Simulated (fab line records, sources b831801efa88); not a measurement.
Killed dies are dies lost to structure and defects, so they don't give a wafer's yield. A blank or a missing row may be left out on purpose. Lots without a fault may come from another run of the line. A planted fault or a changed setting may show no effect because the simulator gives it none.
Tool commonality check | flow gf180mcu | 11 lots, 33 wafers sampled

WHY IT WAS OPENED
At GF_V2_RS_MEAS_24 the reading V2_W_RS is flagged on 2 of 11 lots. Wafers without a fault read 0.330 ohm/sq, standard deviation 0.0035.
Rule: a lot is flagged when every wafer of it that has a number lies more than 4 standard deviations from that mean, or none has a number. The other lots count as sound.

lot  | measured     | on            | V2_W_RS (ohm/sq), wafer by wafer | flag
L201 | day 21 00:32 | film_metro-02 | 0.332 0.334 0.333                |
L205 | day 22 12:10 | film_metro-04 | 0.300 0.301 0.305                | FLAGGED
L206 | day 23 07:26 | film_metro-01 | 0.333 0.326 0.325                |
L208 | day 23 14:51 | film_metro-04 | 0.302 0.301 0.300                | FLAGGED
L215 | day 26 03:13 | film_metro-02 | 0.333 0.334 0.329                |
L217 | day 26 20:11 | film_metro-04 | 0.328 0.329 0.323                |
L218 | day 27 02:13 | film_metro-04 | 0.328 0.333 0.330                |
L219 | day 27 11:02 | film_metro-02 | 0.327 0.331 0.323                |
L220 | day 27 22:56 | film_metro-04 | 0.329 0.324 0.333                |
L222 | day 28 05:35 | film_metro-04 | 0.332 0.329 0.330                |
L223 | day 28 17:20 | film_metro-04 | 0.333 0.332 0.331                |
The numbers of the flagged lots are 0.301 ohm/sq on average: -0.029 ohm/sq against the usual, or -8 standard deviations.

WHICH TOOL RAN EACH LOT
The record holds 2 process steps before the reading, out of a route of 602 steps. In each cell: the tool, then ch and the chambers that the sampled wafers went through, then the start.
lot  | flag    | GF_V2_STRIP_18                       | GF_V2_CVD_23
L201 |         | plasma_asher-02 ch 0,1, day 20 23:46 | cvd_w-01 ch 0,1, day 21 00:24
L205 | FLAGGED | plasma_asher-03 ch 0,1, day 22 11:25 | cvd_w-01 ch 0,1, day 22 12:03
L206 |         | plasma_asher-02 ch 0,1, day 23 06:42 | cvd_w-02 ch 0,1, day 23 07:20
L208 | FLAGGED | plasma_asher-04 ch 0,1, day 23 14:05 | cvd_w-01 ch 0,1, day 23 14:44
L215 |         | plasma_asher-03 ch 0,1, day 26 02:27 | cvd_w-01 ch 0,1, day 26 03:05
L217 |         | plasma_asher-02 ch 0, day 26 19:25   | cvd_w-01 ch 0,1, day 26 20:03
L218 |         | plasma_asher-02 ch 0,1, day 27 01:26 | cvd_w-01 ch 0,1, day 27 02:07
L219 |         | plasma_asher-02 ch 0,1, day 27 10:17 | cvd_w-01 ch 0,1, day 27 10:56
L220 |         | plasma_asher-04 ch 0,1, day 27 22:10 | cvd_w-02 ch 0,1, day 27 22:48
L222 |         | plasma_asher-02 ch 0,1, day 28 04:50 | cvd_w-02 ch 0,1, day 28 05:28
L223 |         | plasma_asher-02 ch 0,1, day 28 16:34 | cvd_w-01 ch 0,1, day 28 17:14
What these steps do:
- GF_V2_STRIP_18: strips in O2/N2.
- GF_V2_CVD_23: deposits W, target thk 350 nm, time 104.94 s.
- GF_V2_RS_MEAS_24: measures by four-point-probe.

FLAGGED OVER TOTAL, TOOL BY TOOL (the gauges that took the reading come last)
step             | tool            | lots run | flagged | share of the flagged lots | sound lots run after its first flagged lot
GF_V2_STRIP_18   | plasma_asher-02 | 7        | 0       | none                      | -
GF_V2_STRIP_18   | plasma_asher-03 | 2        | 1       | some                      | 1 (L215)
GF_V2_STRIP_18   | plasma_asher-04 | 2        | 1       | some                      | 1 (L220)
GF_V2_CVD_23     | cvd_w-01        | 8        | 2       | all                       | 5 (L215,L217,L218,L219,L223)
GF_V2_CVD_23     | cvd_w-02        | 3        | 0       | none                      | -
GF_V2_RS_MEAS_24 | film_metro-01   | 1        | 0       | none                      | -
GF_V2_RS_MEAS_24 | film_metro-02   | 3        | 0       | none                      | -
GF_V2_RS_MEAS_24 | film_metro-04   | 7        | 2       | all                       | 5 (L217,L218,L220,L222,L223)

WHAT THE TABLE ALLOWS
2 rows of the table ran every flagged lot: cvd_w-01 at GF_V2_CVD_23, film_metro-04 at GF_V2_RS_MEAS_24.
- cvd_w-01 at GF_V2_CVD_23: 2 of its 8 lots flagged. Sound lots ran on it after the first flagged one (L215, L217, L218, L219, L223), which a lasting fault on the whole tool wouldn't allow. Its own readings lie more than 4 standard deviations out on every wafer of the flagged lots: chamber_pressure_Torr.
- film_metro-04 at GF_V2_RS_MEAS_24: 2 of its 7 lots flagged. Sound lots ran on it after the first flagged one (L217, L218, L220, L222, L223), which a lasting fault on the whole tool wouldn't allow.
No row of the table ran every flagged lot and no sound lot after the first.

WHAT THE SIMULATOR HAD PUT IN
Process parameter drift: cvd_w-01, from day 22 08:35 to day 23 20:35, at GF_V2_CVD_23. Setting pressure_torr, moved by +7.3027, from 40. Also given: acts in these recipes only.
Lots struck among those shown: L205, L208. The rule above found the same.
